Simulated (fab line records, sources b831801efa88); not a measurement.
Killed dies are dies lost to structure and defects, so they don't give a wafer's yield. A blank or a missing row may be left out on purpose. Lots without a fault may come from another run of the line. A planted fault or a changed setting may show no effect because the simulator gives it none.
A struck lot beside a sound one | flow sky130 | 35 steps out of a route of 708
Sound: wafers L414.2, L414.4, L414.6. Struck: wafers L413.1, L413.2, L413.4. The cause comes at the end.
At each step with rows: each side's tool, then ch and its chambers, then its first start. Under that, the readings that differ: sound wafers | struck wafers | difference of the means | sigmas: that difference in standard deviations of wafers without a fault.
alike: readings whose means differ by less than 2 such deviations, and words and numbers that are the same on both sides. not compared: withheld readings, readings that some wafer has no value for, bounds like >300 that may hide the same value, and numbers for which the record gives no deviation and whose values overlap.
The two part at a step that has a row with sigmas, a row that says differs or no value, or rows on one side only. Numbers that don't overlap but have no deviation are shown without sigmas and don't part them. A reading that every wafer of one side lacks parts them only if that side has two wafers or more.

first, 4 steps without rows for these wafers: SKY_METAL5_SOFTBAKE_10 (time 60 s); SKY_METAL5_EXPOSE_11 (exposes mask MM5, target cd 1600 nm); SKY_METAL5_PEB_12; SKY_METAL5_DEVELOP_13 (develop time 60 s).
SKY_METAL5_DESCUM_14: chemistry O2, time 11 s.
  sound on rie_metal-04 ch 0, day 46 07:38; struck on rie_metal-04 ch 0,1, day 46 00:47
  alike: drypump_motor_current_A, oes_product_au
  not compared: rf_hours_counter_h
then, 1 step without rows for these wafers: SKY_METAL5_METAL_ETCH_15 (etches the open film in Cl2/BCl3, stops on SiO2, target depth 1260 nm, time 252 s).
SKY_METAL5_STRIP_16: strips in O2/N2.
  sound on plasma_asher-03 ch 0,1, day 46 08:10; struck on plasma_asher-01 ch 0,1, day 46 01:03
  alike: drypump_motor_current_A, oes_product_au, strip_time_to_endpoint_s
  not compared: rf_hours_counter_h
then, 3 steps without rows for these wafers: SKY_METAL5_STRIP_17 (strips in post etch residue remover, time 1200 s); SKY_METAL5_CLEAN_18 (cleans in IPA, time 180 s); SKY_METAL5_CLEAN_19 (cleans in O3/DIW).
SKY_PASSIVATION_CVD_00: deposits SiO2, target thk 90 nm.
  sound on pecvd-02 ch 1,2, day 46 08:46; struck on pecvd-01 ch 0,1, day 46 01:41
  alike: heater_power_w, rf_fwd_power_W
SKY_PASSIVATION_THK_MEAS_01:
  sound on film_metro-02, day 46 08:47; struck on film_metro-01, day 46 01:42
  alike: PASSIVATION_CVD_00_THK
SKY_PASSIVATION_CVD_02: deposits Si3N4, target thk 540 nm.
  sound on pecvd-01 ch 0,1,2, day 46 08:50; struck on pecvd-04 ch 0,2, day 46 01:46
  reading                                       | sound             | struck            | difference | sigmas
  rf_fwd_power_W (W)                            | 449.7 449.6 447.9 | 521.5 521.4 521.5 | +72.4      | +52
  model.Si3N4_of_PASSIVATION_CVD_02.thk_nm (nm) | 529.8 531.6 534.3 | 565.4 560 575.9   | +35.2      |
  alike: heater_power_w
SKY_PASSIVATION_THK_MEAS_03:
  sound on film_metro-01, day 46 09:05; struck on film_metro-02, day 46 01:59
  reading                     | sound       | struck      | difference | sigmas
  PASSIVATION_CVD_02_THK (nm) | 529 531 534 | 565 560 576 | +36        | +5
then, 7 steps without rows for these wafers: SKY_PASSIVATION_DEHYDRATE_04 (time 60 s); SKY_PASSIVATION_HMDS_05 (prime time 60 s); SKY_PASSIVATION_COAT_06 (resist thk 3000 nm); SKY_PASSIVATION_SOFTBAKE_07; SKY_PASSIVATION_EXPOSE_08 (exposes mask NSM, target cd 3000 nm); SKY_PASSIVATION_PEB_09; SKY_PASSIVATION_DEVELOP_10 (develop time 60 s).
SKY_PASSIVATION_ETCH_11: etches the open film in CF4/O2, stops on AlCu, target depth 725 nm, time 161.1 s.
  sound on rie_diel-04 ch 0,2,3, day 46 23:56; struck on rie_diel-02 ch 2,3, day 46 17:40
  reading                                 | sound             | struck            | difference | sigmas
  oes_product_au (a.u.)                   | 0.970 0.965 0.966 | 0.991 0.988 0.998 | +0.025     | +4
  model.etch.depth_nm (nm)                | 693.2 696.4 698.3 | 719.6 724.3 724.2 | +26.7      |
  model.PASSIVATION.feature_depth_nm (nm) | 693.2 696.4 698.3 | 719.6 724.3 724.2 | +26.7      |
  alike: O2_flow_sccm, cf4_flow_sccm, drypump_motor_current_A, throttle_valve_pct
  not compared: rf_hours_counter_h
SKY_PASSIVATION_STRIP_12: strips in O2/N2.
  sound on plasma_asher-04 ch 0,1, day 47 00:02; struck on plasma_asher-04 ch 0,1, day 46 17:46
  alike: drypump_motor_current_A, oes_product_au, strip_time_to_endpoint_s
  not compared: rf_hours_counter_h
then, 7 steps without rows for these wafers: SKY_PAD_OPEN_DEHYDRATE_00 (time 60 s); SKY_PAD_OPEN_HMDS_01 (prime time 60 s); SKY_PAD_OPEN_COAT_02 (resist thk 2966 nm); SKY_PAD_OPEN_SOFTBAKE_03; SKY_PAD_OPEN_EXPOSE_04 (exposes mask PDM, target cd 60000 nm); SKY_PAD_OPEN_PEB_05; SKY_PAD_OPEN_DEVELOP_06 (develop time 60 s).
SKY_PAD_OPEN_ETCH_07: etches the open film in CF4/O2, stops on AlCu, target depth 725 nm, time 161.1 s.
  sound on rie_diel-01 ch 1,2, day 47 20:37; struck on rie_diel-01 ch 0,2,3, day 47 12:19
  reading                              | sound             | struck          | difference | sigmas
  model.etch.depth_nm (nm)             | 693.2 696.4 698.3 | 724.7 724.3 736 | +32.4      |
  model.PAD_OPEN.feature_depth_nm (nm) | 693.2 696.4 698.3 | 724.7 724.3 736 | +32.4      |
  alike: O2_flow_sccm, cf4_flow_sccm, drypump_motor_current_A, oes_product_au, throttle_valve_pct
  not compared: rf_hours_counter_h
SKY_PAD_OPEN_STRIP_08: strips in O2/N2.
  sound on plasma_asher-02 ch 0,1, day 47 20:43; struck on plasma_asher-02 ch 0,1, day 47 12:25
  alike: drypump_motor_current_A, oes_product_au, strip_time_to_endpoint_s
  not compared: rf_hours_counter_h
SKY_PAD_OPEN_STRIP_09: strips in post etch residue remover, time 1200 s.
  sound on wet_bench-04 ch 2, day 47 20:49; struck on wet_bench-04 ch 1, day 47 12:35
  reading                                       | sound           | struck          | difference | sigmas
  model.Si3N4_of_PASSIVATION_CVD_02.thk_nm (nm) | 529.5 531.2 534 | 565 559.6 575.5 | +35        |
then, 1 step without rows for these wafers: SKY_PAD_OPEN_CLEAN_10 (cleans in IPA, time 180 s).
SKY_PAD_OPEN_PROBE_99:
  sound on prober-02, day 47 23:01; struck on prober-01, day 47 14:59
  alike: defect_limited_yield, killed_at_M0_to_M3, killed_at_M4_up, killed_at_contacts, killed_at_front_end, killed_at_other, killed_dies, killed_open, killed_short, sort_bin_3_pad_short, sort_bin_5_function, sort_bin_6_memory, sort_n_pass, sort_yield_pct

WHERE THEY PART
First at SKY_PASSIVATION_CVD_02; last, within this record, at SKY_PASSIVATION_ETCH_11. Later steps at which nothing parts them and some readings are alike: SKY_PASSIVATION_STRIP_12, SKY_PAD_OPEN_ETCH_07, SKY_PAD_OPEN_STRIP_08, SKY_PAD_OPEN_PROBE_99.

WHY: what the simulator had put in
Process parameter drift: pecvd-04, from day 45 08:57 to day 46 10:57, at SKY_PASSIVATION_CVD_02. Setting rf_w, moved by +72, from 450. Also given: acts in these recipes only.
